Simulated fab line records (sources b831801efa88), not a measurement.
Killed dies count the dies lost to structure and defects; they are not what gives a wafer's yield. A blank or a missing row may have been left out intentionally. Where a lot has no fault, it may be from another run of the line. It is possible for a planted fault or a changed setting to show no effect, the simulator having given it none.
A struck lot beside a sound one + flow sky130 + 16 steps out of a route of 708
Sound: the wafers L386.2, L386.4, L386.6. The struck wafers were L380.1, L380.2, L380.5. Last of all comes the cause.
Order at every step that has rows: each side's tool, ch and its chambers, its first start. Under that, the readings that differ: sound wafers + struck wafers + difference of the means + sigmas: that difference in standard deviations of wafers without a fault.
alike: words and numbers the same on both sides, and readings whose means are apart by under 2 such deviations; not compared: readings that were withheld, readings missing a value for some wafer, numbers with overlapping values and no deviation given by the record, and bounds like >300 which may hide the same value.
The two part at a step that has a row with sigmas, a row that says differs or no value, or rows on one side only. Numbers that have no deviation but don't overlap get no sigmas and don't part them. A reading missing from all wafers of one side parts the sides only when that side holds two or more wafers.

first, 2 steps without rows for these wafers: SKY_PWDE_PEB_05; SKY_PWDE_DEVELOP_06 (develop time 60 s).
SKY_PWDE_OVL_MEAS_07:
  struck on overlay-01, day 5 14:25; sound on overlay-01, day 6 22:46
  alike: PWDE_OVL
then, 1 step without rows for these wafers: SKY_PWDE_IMPLANT_08.
SKY_PWDE_STRIP_09: strips in O2/N2.
  sound on plasmaAsher-01 ch 0,1, day 6 22:56; struck on plasmaAsher-03 ch 0,1, day 5 14:35
  alike: drypumpMotorCurrentA, oesProductAu, stripTimeToEndpointS
  not compared: rfHoursCounterH
SKY_PWDE_TW_MEAS_10:
  struck on filmMetro-01, day 5 14:41; sound on filmMetro-02, day 6 23:03
  alike: PWDE_TW
then, 6 steps without rows for these wafers: SKY_NWELL_DEHYDRATE_03 (time 60 s); SKY_NWELL_HMDS_04 (prime time 60 s); SKY_NWELL_COAT_05 (resist thk 3000 nm); SKY_NWELL_SOFTBAKE_06; SKY_NWELL_EXPOSE_07 (exposes mask NWM, target cd 840 nm); SKY_NWELL_PEB_08.
SKY_NWELL_DEVELOP_09: develop time 60 s.
  sound on lithoTrack-04 ch 0, day 7 19:00; struck on lithoTrack-01 ch 0, day 6 08:00
  alike: chillPlateTempC
SKY_NWELL_OVL_MEAS_10:
  struck on overlay-01, day 6 08:34; sound on overlay-01, day 7 19:31
| reading           | sound          | struck | difference                    | sigmas |
|-------------------|----------------|--------|-------------------------------|--------|
| NWELL_00_OVL (nm) | -0.7 -1.7 -3.0 | - - -  | no value on the struck wafers |        |
then, 1 step without rows for these wafers: SKY_NWELL_IMPLANT_11.
-- the record jumps here: 41 days lie between the struck wafers' starts before and after (it left off in module NWELL and takes up again in module PAD_OPEN, whose first step shown is number 708 of the route) --
SKY_PAD_OPEN_PROBE_99:
  struck on prober-01, day 47 17:58; sound on prober-01, day 49 01:53
| reading          | sound    | struck      | difference | sigmas |
|------------------|----------|-------------|------------|--------|
| killedAtFrontEnd | 14 15 8  | 423 428 416 | +410       | +98    |
| killedDies       | 74 81 86 | 492 492 492 | +412       | +44    |
| killedOnRim      | 11 12 22 | 96 96 96    | +81        | +25    |
  alike: killed_at_M0_to_M3, killed_at_M4_up, killedAtContacts, killedAtOther, killedOpen, killedShort

== WHERE THEY PART ==
First at SKY_NWELL_OVL_MEAS_10; last, within this record, at SKY_PAD_OPEN_PROBE_99.

WHY: whatever the simulator had introduced
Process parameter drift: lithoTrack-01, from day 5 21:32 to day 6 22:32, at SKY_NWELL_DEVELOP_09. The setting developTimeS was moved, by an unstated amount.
